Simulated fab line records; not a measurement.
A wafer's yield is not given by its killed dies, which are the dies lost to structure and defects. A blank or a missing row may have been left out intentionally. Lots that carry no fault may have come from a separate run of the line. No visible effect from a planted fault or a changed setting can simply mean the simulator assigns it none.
fab line records -- flow gf180mcu
record lots=7, wafers=21, last-day=34
route steps=602 shown LVPWELL@56 MVSD@66 PASSIVATION@602
lots with no fault: from the same line, run without faults
start-h: start of the lot's first displayed wafer, in hours after the record's first day -- wait-h: hours elapsed since this lot's preceding step -- " repeats the value in the row above -- L1.1+2: several wafers, shown together as one row -- - no value present, or no start provided -- * or withheld: withheld -- < > ~ a bound
route shown NAME@n: names a module that has steps shown in the file, with the first one's number in the route -- usual: mean/standard deviation taken from wafers without a fault -- same: alike in all rows -- chamber/n: place in a boat -- sites: readings site by site -- _std_site: standard deviation across them -- _edge_site: the outer-site mean with the inner-site mean subtracted -- radius-mm: how far each site lies from the wafer's centre -- mask NAME#n: copy n -- behind: the most recent tool/chamber to have shaped the wafer -- hold: cause of the lot's hold/its duration in hours/its outcome -- device: the transistor (n, p or np) that didn't switch -- end of line: tests run on the same wafers once the route is complete -- a step with no rows: only its recipe -- killed: not the wafer's yield, but the dies lost to structure and defects at the first sort -- map: shows each die of a wafer: x if killed, . if not, _ if none is there
set.NAME: setting as actually run; set.NAME@STEP: the setting as run at that earlier step -- model.NAME: the simulator's own value behind a step, which no gauge read
certain route steps with their lots: each step a table, each wafer a row
services: from which hour (start-h, from the record's first day; less than 0 if before it) a tool's chamber was out of use, for how many hours, and why
## steps
# step GF_LVPWELL_COAT_02
# recipe spin-rpm=2000, resist-thk-nm=3000
# step GF_LVPWELL_SOFTBAKE_03
# recipe temp-c=110, time-s=withheld
# step GF_LVPWELL_EXPOSE_04
# recipe mask-id=LVPWELL, target-cd-nm=600, na=0.6, source-shape=conventional, sigma-outer=0.6, dose-mj=260
# step GF_LVPWELL_PEB_05
# recipe temp-c=115, time-s=withheld
# step GF_LVPWELL_DEVELOP_06
# recipe wall-angle-deg=90, develop-time-s=60, dev-temp-c=23
# step GF_LVPWELL_OVL_MEAS_07
# usual LVPWELL_OVL=-0.1/1.4
lot.wafer,tool,chamber,start-h,wait-h,LVPWELL_OVL[nm]
L427.1,overlay-01,-,74.01,-,-0.7
L427.2,overlay-01,-,74.01,-,0.8
L427.3,overlay-01,-,74.01,-,-0.8
L429.1,overlay-02,-,91.46,-,-1.0
L429.2,overlay-02,-,91.46,-,0.0
L429.3,overlay-02,-,91.46,-,-0.6
L430.4,overlay-02,-,94.48,-,1.5
L430.5,overlay-02,-,94.48,-,-0.9
L430.6,overlay-02,-,94.48,-,-0.1
L431.1,overlay-02,-,98.11,-,0.3
L431.4,overlay-02,-,98.11,-,0.7
L431.6,overlay-02,-,98.11,-,1.6
L434.3,overlay-01,-,115.22,-,-0.1
L434.5,overlay-01,-,115.22,-,-1.2
L434.6,overlay-01,-,115.22,-,-3.1
L447.2,overlay-02,-,186.96,-,-1.2
L447.3,overlay-02,-,186.96,-,0.7
L447.5,overlay-02,-,186.96,-,-0.8
L449.2,overlay-02,-,198.16,-,0.5
L449.4,overlay-02,-,198.16,-,-1.0
L449.5,overlay-02,-,198.16,-,0.5
# step GF_LVPWELL_IMPLANT_08
# recipe species=B, energy-kev=170, dose-cm2=1.5e+13, tilt-deg=0
# step GF_LVPWELL_IMPLANT_09
# recipe species=B, energy-kev=60, dose-cm2=5e+12, tilt-deg=0
# step GF_LVPWELL_STRIP_10
# recipe chemistry=O2/N2, power-w=1400, pressure-mtorr=1500, platen-temp-c=250, o2-flow-sccm=3000, n2-flow-sccm=300, overash-fraction=0.5
# usual drypump-motor-current-A=5.8/0.48, heater-power-w=329/41, oes-product-au=0.722/0.0041, strip-time-to-endpoint-s=36.99/0.11
# same overash-fraction=0.5
lot.wafer,tool,chamber,start-h,wait-h,drypump-motor-current-A,heater-power-w,oes-product-au,rf-hours-counter-h,strip-time-to-endpoint-s
L427.1,plasma-asher-03,0,74.34,0.1,6.1,319,0.733,42,36.75
L427.2,plasma-asher-03,1,74.34,0.1,5.5,346,0.722,42,36.77
L427.3,plasma-asher-03,1,74.34,0.1,5.5,350,0.726,-,36.79
L429.1,plasma-asher-04,1,91.79,0.1,6.4,345,0.716,44,37.21
L429.2,plasma-asher-04,0,91.79,0.1,5.9,280,0.722,44,37.13
L429.3,plasma-asher-04,0,91.79,0.1,5.9,280,0.719,-,37.19
L430.4,plasma-asher-04,0,94.83,0.1,5.9,280,0.723,-,36.96
L430.5,plasma-asher-04,0,94.83,0.1,5.9,277,0.721,-,36.88
L430.6,plasma-asher-04,1,94.83,0.1,6.4,343,0.715,-,36.97
L431.1,plasma-asher-03,1,98.45,0.1,5.5,342,0.723,45,37.01
L431.4,plasma-asher-03,0,98.45,0.1,6.1,324,0.726,-,36.96
L431.6,plasma-asher-03,1,98.45,0.1,5.5,337,0.729,-,37.02
L434.3,plasma-asher-04,1,115.58,0.1,6.4,338,0.731,-,37.09
L434.5,plasma-asher-04,1,115.58,0.1,6.4,340,0.722,-,37.11
L434.6,plasma-asher-04,0,115.58,0.1,5.9,270,0.719,-,37.05
L447.2,plasma-asher-04,0,187.29,0.1,5.9,279,0.723,55,37.18
L447.3,plasma-asher-04,0,187.29,0.1,5.9,279,0.717,-,36.95
L447.5,plasma-asher-04,1,187.29,0.1,6.4,340,0.723,-,37.02
L449.2,plasma-asher-04,0,198.49,0.1,5.9,278,0.722,56,36.97
L449.4,plasma-asher-04,1,198.49,0.1,6.4,346,0.725,-,36.92
L449.5,plasma-asher-04,0,198.49,0.1,5.9,278,0.722,-,37.07
# step GF_LVPWELL_TW_MEAS_11
# usual LVPWELL_TW=555/7.4
lot.wafer,tool,chamber,start-h,wait-h,LVPWELL_TW
L427.1,film-metro-03,-,74.44,0.1,555
L427.2,film-metro-03,-,74.44,0.1,555
L427.3,film-metro-03,-,74.44,0.1,552
L429.1,film-metro-03,-,91.89,0.1,550
L429.2,film-metro-03,-,91.89,0.1,553
L429.3,film-metro-03,-,91.89,0.1,551
L430.4,film-metro-03,-,94.92,0.1,553
L430.5,film-metro-03,-,94.92,0.1,549
L430.6,film-metro-03,-,94.92,0.1,555
L431.1,film-metro-04,-,98.55,0.1,562
L431.4,film-metro-04,-,98.55,0.1,560
L431.6,film-metro-04,-,98.55,0.1,562
L434.3,film-metro-03,-,115.66,0.1,546
L434.5,film-metro-03,-,115.66,0.1,547
L434.6,film-metro-03,-,115.66,0.1,547
L447.2,film-metro-03,-,187.40,0.1,549
L447.3,film-metro-03,-,187.40,0.1,549
L447.5,film-metro-03,-,187.40,0.1,551
L449.2,film-metro-01,-,198.60,0.1,562
L449.4,film-metro-01,-,198.60,0.1,559
L449.5,film-metro-01,-,198.60,0.1,560
# step GF_MVSD_DEHYDRATE_00
# recipe temp-c=200, time-s=60
# step GF_MVSD_HMDS_01
# recipe prime-time-s=60, prime-temp-c=120
# step GF_MVSD_COAT_02
# recipe spin-rpm=2000, resist-thk-nm=3000
# usual chill-plate-temp-C=23.02/0.12
lot.wafer,tool,chamber,start-h,wait-h,chill-plate-temp-C,model.coat_of_MVSD_COAT_02.thk-nm
L427.1,litho-track-02,0,80.60,0.1,23.05,2992
L427.2,litho-track-02,0,80.60,0.1,23.12,3008
L427.3,litho-track-02,0,80.60,0.1,23.13,2994
L429.1,litho-track-01,0,98.91,0.1,22.95,2991
L429.2,litho-track-01,0,98.91,0.1,22.75,2990
L429.3,litho-track-01,0,98.91,0.1,22.92,2987
L430.4,litho-track-01,0,101.78,0.1,22.98,1564
L430.5,litho-track-01,0,101.78,0.1,22.84,1564
L430.6,litho-track-01,0,101.78,0.1,22.79,1569
L431.1,litho-track-01,0,105.81,0.1,22.76,1562
L431.4,litho-track-01,0,105.81,0.1,22.91,1561
L431.6,litho-track-01,0,105.81,0.1,22.96,1559
L434.3,litho-track-01,0,122.96,0.1,23.07,1567
L434.5,litho-track-01,0,122.96,0.1,23.10,1566
L434.6,litho-track-01,0,122.96,0.1,23.10,1562
L447.2,litho-track-02,0,195.88,0.1,23.02,3004
L447.3,litho-track-02,0,195.88,0.1,23.02,3008
L447.5,litho-track-02,0,195.88,0.1,22.86,3002
L449.2,litho-track-04,0,206.78,0.1,23.09,3000
L449.4,litho-track-04,0,206.78,0.1,22.91,2993
L449.5,litho-track-04,0,206.78,0.1,22.90,2992
# step GF_MVSD_SOFTBAKE_03
# recipe temp-c=110, time-s=withheld
# step GF_MVSD_EXPOSE_04
# recipe mask-id=MVSD, target-cd-nm=1000, na=0.6, source-shape=conventional, sigma-outer=0.6, dose-mj=260
# step GF_MVSD_PEB_05
# recipe temp-c=115, time-s=withheld
# step GF_MVSD_DEVELOP_06
# recipe wall-angle-deg=90, develop-time-s=60, dev-temp-c=23
# usual chill-plate-temp-C=22.98/0.099
lot.wafer,tool,chamber,start-h,wait-h,chill-plate-temp-C,model.coat_of_MVSD_COAT_02.thk-nm
L427.1,litho-track-04,0,-,-,22.80,2991
L427.2,litho-track-04,0,-,-,22.89,3007
L427.3,litho-track-04,0,-,-,23.08,2993
L429.1,litho-track-01,0,-,-,23.05,2990
L429.2,litho-track-01,0,-,-,23.05,2989
L429.3,litho-track-01,0,-,-,22.90,2986
L430.4,litho-track-04,0,-,-,22.92,1563
L430.5,litho-track-04,0,-,-,22.94,1562
L430.6,litho-track-04,0,-,-,23.03,1568
L431.1,litho-track-01,0,-,-,22.89,1561
L431.4,litho-track-01,0,-,-,22.95,1560
L431.6,litho-track-01,0,-,-,22.94,1558
L434.3,litho-track-01,0,-,-,22.98,1566
L434.5,litho-track-01,0,-,-,23.23,1565
L434.6,litho-track-01,0,-,-,23.13,1561
L447.2,litho-track-04,0,-,-,23.00,3003
L447.3,litho-track-04,0,-,-,23.10,3007
L447.5,litho-track-04,0,-,-,22.97,3001
L449.2,litho-track-01,0,-,-,23.03,2999
L449.4,litho-track-01,0,-,-,23.01,2992
L449.5,litho-track-01,0,-,-,23.00,2991
# step GF_MVSD_OVL_MEAS_07
# usual MVSD_OVL=0.6/1.3
lot.wafer,tool,chamber,start-h,wait-h,MVSD_OVL[nm]
L427.1,overlay-01,-,87.84,-,0.4
L427.2,overlay-01,-,87.84,-,-0.2
L427.3,overlay-01,-,87.84,-,0.5
L429.1,overlay-02,-,106.51,-,2.5
L429.2,overlay-02,-,106.51,-,0.8
L429.3,overlay-02,-,106.51,-,-0.1
L430.4,overlay-01,-,109.33,-,-1.3
L430.5,overlay-01,-,109.33,-,0.4
L430.6,overlay-01,-,109.33,-,-0.2
L431.1,overlay-01,-,113.56,-,-0.2
L431.4,overlay-01,-,113.56,-,1.6
L431.6,overlay-01,-,113.56,-,2.1
L434.3,overlay-01,-,130.57,-,0.2
L434.5,overlay-01,-,130.57,-,0.2
L434.6,overlay-01,-,130.57,-,-0.2
L447.2,overlay-02,-,204.86,-,-1.0
L447.3,overlay-02,-,204.86,-,-0.3
L447.5,overlay-02,-,204.86,-,-3.7
L449.2,overlay-01,-,215.41,-,-0.5
L449.4,overlay-01,-,215.41,-,-0.5
L449.5,overlay-01,-,215.41,-,-1.4
# step GF_MVSD_IMPLANT_08
# recipe species=P, energy-kev=395.6, dose-cm2=1.6e+13, tilt-deg=0
# step GF_MVSD_IMPLANT_09
# recipe species=P, energy-kev=100, dose-cm2=5e+12, tilt-deg=0
# step GF_MVSD_STRIP_10
# recipe chemistry=O2/N2, power-w=1400, pressure-mtorr=1500, platen-temp-c=250, o2-flow-sccm=3000, n2-flow-sccm=300, overash-fraction=0.5
# usual drypump-motor-current-A=6.0/0.35, heater-power-w=318/29, oes-product-au=0.723/0.0045, strip-time-to-endpoint-s=36.97/0.11
# same overash-fraction=0.5
lot.wafer,tool,chamber,start-h,wait-h,drypump-motor-current-A,heater-power-w,oes-product-au,rf-hours-counter-h,strip-time-to-endpoint-s
L427.1,plasma-asher-04,1,88.17,0.1,6.5,354,0.722,44,36.85
L427.2,plasma-asher-04,0,88.17,0.1,5.9,284,0.719,44,37.04
L427.3,plasma-asher-04,0,88.17,0.1,5.9,280,0.721,-,36.87
L429.1,plasma-asher-02,0,106.84,0.1,6.4,278,0.729,30,36.84
L429.2,plasma-asher-02,1,106.84,0.1,5.6,296,0.732,30,36.85
L429.3,plasma-asher-02,1,106.84,0.1,5.7,304,0.726,-,36.79
L430.4,plasma-asher-02,0,109.68,0.1,6.4,287,0.714,-,20.23
L430.5,plasma-asher-02,1,109.68,0.1,5.7,315,0.715,-,20.22
L430.6,plasma-asher-02,0,109.68,0.1,6.4,281,0.716,-,20.29
L431.1,plasma-asher-02,1,113.89,0.1,5.6,301,0.717,31,20.20
L431.4,plasma-asher-02,0,113.89,0.1,6.4,290,0.713,-,20.18
L431.6,plasma-asher-02,0,113.89,0.1,6.4,289,0.714,-,20.16
L434.3,plasma-asher-04,1,130.93,0.1,6.4,341,0.715,-,20.27
L434.5,plasma-asher-04,0,130.93,0.1,5.9,276,0.716,-,20.24
L434.6,plasma-asher-04,1,130.93,0.1,6.4,336,0.710,-,20.21
L447.2,plasma-asher-02,0,205.19,0.1,6.4,286,0.720,36,37.00
L447.3,plasma-asher-02,0,205.19,0.1,6.4,278,0.721,-,37.02
L447.5,plasma-asher-02,0,205.19,0.1,6.4,290,0.715,-,36.97
L449.2,plasma-asher-04,0,215.74,0.1,5.9,274,0.715,58,36.96
L449.4,plasma-asher-04,0,215.74,0.1,5.9,274,0.717,-,36.88
L449.5,plasma-asher-04,1,215.74,0.1,6.4,344,0.720,-,36.87
# step GF_MVSD_TW_MEAS_11
# usual MVSD_TW=1573/22
lot.wafer,tool,chamber,start-h,wait-h,MVSD_TW
L427.1,film-metro-03,-,88.27,0.1,1555
L427.2,film-metro-03,-,88.27,0.1,1563
L427.3,film-metro-03,-,88.27,0.1,1554
L429.1,film-metro-01,-,106.94,0.1,1587
L429.2,film-metro-01,-,106.94,0.1,1589
L429.3,film-metro-01,-,106.94,0.1,1596
L430.4,film-metro-04,-,109.78,0.1,1597
L430.5,film-metro-04,-,109.78,0.1,1583
L430.6,film-metro-04,-,109.78,0.1,1593
L431.1,film-metro-01,-,113.99,0.1,1598
L431.4,film-metro-01,-,113.99,0.1,1587
L431.6,film-metro-01,-,113.99,0.1,1595
L434.3,film-metro-01,-,131.07,0.1,1594
L434.5,film-metro-01,-,131.07,0.1,1599
L434.6,film-metro-01,-,131.07,0.1,1591
L447.2,film-metro-01,-,205.30,0.1,1583
L447.3,film-metro-01,-,205.30,0.1,1584
L447.5,film-metro-01,-,205.30,0.1,1582
L449.2,film-metro-03,-,215.85,0.1,1548
L449.4,film-metro-03,-,215.85,0.1,1541
L449.5,film-metro-03,-,215.85,0.1,1546
# step GF_PASSIVATION_PROBE_99
lot.wafer,tool,chamber,start-h,wait-h,model.etest.ldnmos_10p0.r-on-ohm-um,model.etest.ldnmos_10p0.drive-ua-um
L427.1,prober-01,-,676.15,0.1,3746,524.7
L427.2,prober-01,-,676.20,0.1,3788,522.2
L427.3,prober-01,-,676.25,0.2,3708,529.6
L429.1,prober-01,-,703.06,0.1,3698,533.1
L429.2,prober-01,-,703.11,0.1,3701,528.2
L429.3,prober-01,-,703.16,0.2,3694,528.7
L430.4,prober-02,-,707.20,0.2,3674,541.8
L430.5,prober-02,-,707.25,0.2,3653,539.9
L430.6,prober-02,-,707.30,0.2,3550,542.2
L431.1,prober-01,-,712.80,0.1,3639,557.4
L431.4,prober-01,-,712.95,0.2,3560,552.5
L431.6,prober-01,-,713.05,0.2,3615,551.2
L434.3,prober-02,-,730.80,0.2,3619,532.9
L434.5,prober-02,-,730.90,0.2,3690,530
L434.6,prober-02,-,730.95,0.2,3635,533.9
L447.2,prober-02,-,805.76,0.1,3730,536.4
L447.3,prober-02,-,805.81,0.2,3684,543.1
L447.5,prober-02,-,805.91,0.2,3706,542.2
L449.2,prober-02,-,815.16,0.1,3655,551.1
L449.4,prober-02,-,815.26,0.2,3682,544
L449.5,prober-02,-,815.31,0.2,3706,545.5
# killed by level:class
L427.1 V1:geometric-particle:open=6 V5:geometric-particle:open=6 CONTACT:geometric-particle:open=5 V4:geometric-particle:open=5 M1:geometric-particle:short=4 V1:geometric-particle:short=4 V3:geometric-particle:open=3 STI:geometric-particle:short=2
L427.2 V3:geometric-particle:open=7 CONTACT:geometric-particle:open=5 V3:geometric-particle:short=5 STI:geometric-particle:open=3 V2:geometric-particle:short=3 V2:geometric-particle:open=3 M4:geometric-particle:short=3 V5:geometric-particle:open=3
L427.3 CONTACT:geometric-particle:open=7 V2:geometric-particle:open=5 V3:geometric-particle:open=5 M1:geometric-particle:open=3 V1:geometric-particle:open=3 V4:geometric-particle:open=3 M5:geometric-particle:short=3 V5:geometric-particle:open=3
L429.1 V3:geometric-particle:open=6 V1:geometric-particle:open=5 V2:geometric-particle:open=5 STI:geometric-particle:open=4 STI:geometric-particle:short=4 V4:geometric-particle:open=4 CONTACT:geometric-particle:short=2 CONTACT:geometric-particle:open=2
L429.2 CONTACT:geometric-particle:open=9 V1:geometric-particle:short=5 V1:geometric-particle:open=5 V4:geometric-particle:short=4 V3:geometric-particle:short=3 V3:geometric-particle:open=2 M4:geometric-particle:short=2 V4:geometric-particle:open=2
L429.3 V4:geometric-particle:open=7 CONTACT:geometric-particle:short=6 CONTACT:geometric-particle:open=5 M1:geometric-particle:short=5 V5:geometric-particle:short=5 V1:geometric-particle:open=4 V2:geometric-particle:open=4 M3:geometric-particle:short=3
L447.2 V4:geometric-particle:open=8 V4:geometric-particle:short=6 CONTACT:geometric-particle:open=5 V1:geometric-particle:open=3 V2:geometric-particle:open=3 V5:geometric-particle:open=3 V3:geometric-particle:short=2 V3:geometric-particle:open=2
L447.3 V2:geometric-particle:open=7 V4:geometric-particle:short=7 V4:geometric-particle:open=5 CONTACT:geometric-particle:short=4 V1:geometric-particle:open=4 STI:geometric-particle:short=3 STI:geometric-particle:open=3 CONTACT:geometric-particle:open=2
L447.5 V5:geometric-particle:open=6 CONTACT:geometric-particle:short=5 V1:geometric-particle:short=5 V2:geometric-particle:short=4 CONTACT:geometric-particle:open=3 M1:geometric-particle:short=3 V3:geometric-particle:short=3 V4:geometric-particle:open=3
L449.2 V3:geometric-particle:open=6 V2:geometric-particle:open=4 V4:geometric-particle:open=4 V5:geometric-particle:open=4 M1:geometric-particle:short=3 V1:geometric-particle:short=3 V1:geometric-particle:open=3 V4:geometric-particle:short=3
L449.4 V4:geometric-particle:open=6 V5:geometric-particle:open=6 CONTACT:geometric-particle:open=5 STI:geometric-particle:short=4 CONTACT:geometric-particle:short=4 V3:geometric-particle:open=4 M4:geometric-particle:short=4 V1:geometric-particle:short=3
L449.5 CONTACT:geometric-particle:open=7 V5:geometric-particle:open=7 POLY_GATE:geometric-particle:short=4 V1:geometric-particle:open=4 V4:geometric-particle:open=4 V3:geometric-particle:open=4 STI:geometric-particle:open=3 V2:geometric-particle:short=3
## services
tool,chamber,start-h,hours,kind
plasma-asher-03,-,108.82,9.0,pm
plasma-asher-03,0,108.82,9.0,vent-cycle
plasma-asher-03,1,108.82,9.0,vent-cycle
plasma-asher-04,-,117.45,1.4,repair
plasma-asher-03,0,117.82,-,clean
plasma-asher-03,1,117.82,-,clean
plasma-asher-02,-,118.82,37.0,pm
plasma-asher-04,-,146.29,1.3,repair
plasma-asher-02,-,176.97,2.5,repair
plasma-asher-04,-,212.33,1.6,repair
## key
first-sign step=GF_MVSD_STRIP_10, reading=strip-time-to-endpoint-s, direction=down, sigmas=99+, usual=*, struck=*
effect none on later readings
model-effect step=GF_MVSD_COAT_02, value=coat_of_MVSD_COAT_02.thk-nm, without=2993, struck=1564
model-effect step=GF_MVSD_DEVELOP_06, value=coat_of_MVSD_COAT_02.thk-nm, without=2992, struck=1563
model-effect step=GF_PASSIVATION_PROBE_99, value=etest.ldnmos_10p0.r-on-ohm-um, without=3716, struck=3626
met-at GF_MVSD_COAT_02
struck-wafers L430.4,L430.5,L430.6,L431.1,L431.4,L431.6,L434.3,L434.5,L434.6
sort-left-out L430.4,L430.5,L430.6,L431.1,L431.4,L431.6,L434.3,L434.5,L434.6
tester-left-out L430,L431,L434
onset-between 98.91 101.78
fault kind=process-parameter-drift, tool=litho-track-01, chamber=-, onset-h=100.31, steps=GF_MVSD_COAT_02, channel=resist-thk-nm, offset=*, shape=step, end-h=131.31, acts-in=*, stated=*
# tester-left-out: of these lots the tester's yield and bins aren't shown, on N5 and GAA mostly nor the transistor test; their killed dies are dies lost to structure and defects alone, not to doping, threshold or leakage, so they don't give the yield
# sort-left-out: the simulated sort isn't trusted on such a fault, so these wafers' sort isn't shown, and their yield isn't known
